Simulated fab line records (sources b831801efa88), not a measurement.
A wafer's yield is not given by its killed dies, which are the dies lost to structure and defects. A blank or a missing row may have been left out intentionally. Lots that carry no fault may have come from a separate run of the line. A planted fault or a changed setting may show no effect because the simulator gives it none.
Code-filled problem report in 8D (eight disciplines) form | flow gf180mcu | the parts of the form that need people (team, actions taken, sign-off) are left out

1. WHAT IS WRONG
Wafers without a fault read 37.00 s, standard deviation 0.1; stripTimeToEndpointS at GF_NWELL_STRIP_10 reads a mean of 23.84 s on 9 wafers belonging to 3 lots. So: -99 or more standard deviations from the usual mean.
The step: strips in O2/N2.
First observed at day 4 16:46: wafer L907.2, on plasmaAsher-01. The record has a number at this step for 45 wafers belonging to 15 lots. The rule behind "out" and "out of limits": a value lying over 4 standard deviations away from the usual mean. Any other wafer with a number is counted as sound.

2. WHAT IT IS, AND WHAT IT ISN'T
question                    | is                                             | is not
which readings at this step | stripTimeToEndpointS                           | drypumpMotorCurrentA, heaterPowerW, oesProductAu
which lots                  | L907, L908, L909                               | L901, L902, L903, L904, L905, L910, L918, L919, L920, L922, L923, L924
which wafers of those lots  | all that have a number                         | -
read on which tools         | plasmaAsher-01, plasmaAsher-02, plasmaAsher-04 | -
when                        | from day 4 16:46                               | up to then (15 sound wafers); but 21 sound wafers of L910, L918, L919, L920, L922, L923, L924 came after

3. SUSPECTS, AND WHAT RULES EACH OUT
Counting: a tool stays on the suspect list if, at a process step up to the reading, it processed all lots that are out and no sound lot following the first of them.
- lithoTrack-04 at GF_NWELL_COAT_02 (resist thk 3000 nm): ruled out as a lasting fault. After its first lot that is out, L907 (day 4 09:24), sound lots L923, L924 ran on it.
Left after counting: nothing in the record.

4. THE CAUSE (what the simulator had put in)
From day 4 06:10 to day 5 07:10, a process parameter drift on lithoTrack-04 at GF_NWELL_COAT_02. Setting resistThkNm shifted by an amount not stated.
The count ruled it out by mistake, since the rule takes a fault to strike every lot its tool runs from the start of the fault on, and this one did not do so.

5. THE CHAIN OF EFFECTS, in route order
One row per reading whose mean, taken over the struck wafers that have a number, lies over 3 standard deviations from the usual. Readings are gone through only where the record gives a usual standard deviation; hours: the median, over the lots, of the time from a lot's start at the first step in this table giving one to that lot's start at this step; sigmas: the change measured in usual standard deviations.
hours | step              | reading              | usual   | on struck wafers | change | sigmas
0     | GF_NWELL_STRIP_10 | stripTimeToEndpointS | 37.00 s | 23.84            | -13.16 | -99 or more
Process steps it contains:
- GF_NWELL_STRIP_10: strips in O2/N2.
Later measuring or inspecting steps at which every struck wafer that the step has a row for has a number for every such reading, and none has moved that far: GF_MVPSD_OVL_MEAS_07, GF_MVPSD_TW_MEAS_11.

6. HOW IT WOULD HAVE BEEN CAUGHT EARLIER
First out-of-limits reading in this record: day 4 16:46, which is 11 hours after fault onset at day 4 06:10.
An alarm limit of 4 standard deviations would not have fired on the tool readings at GF_NWELL_COAT_02 for which the record gives a usual standard deviation, since none of them was out on any struck wafer.
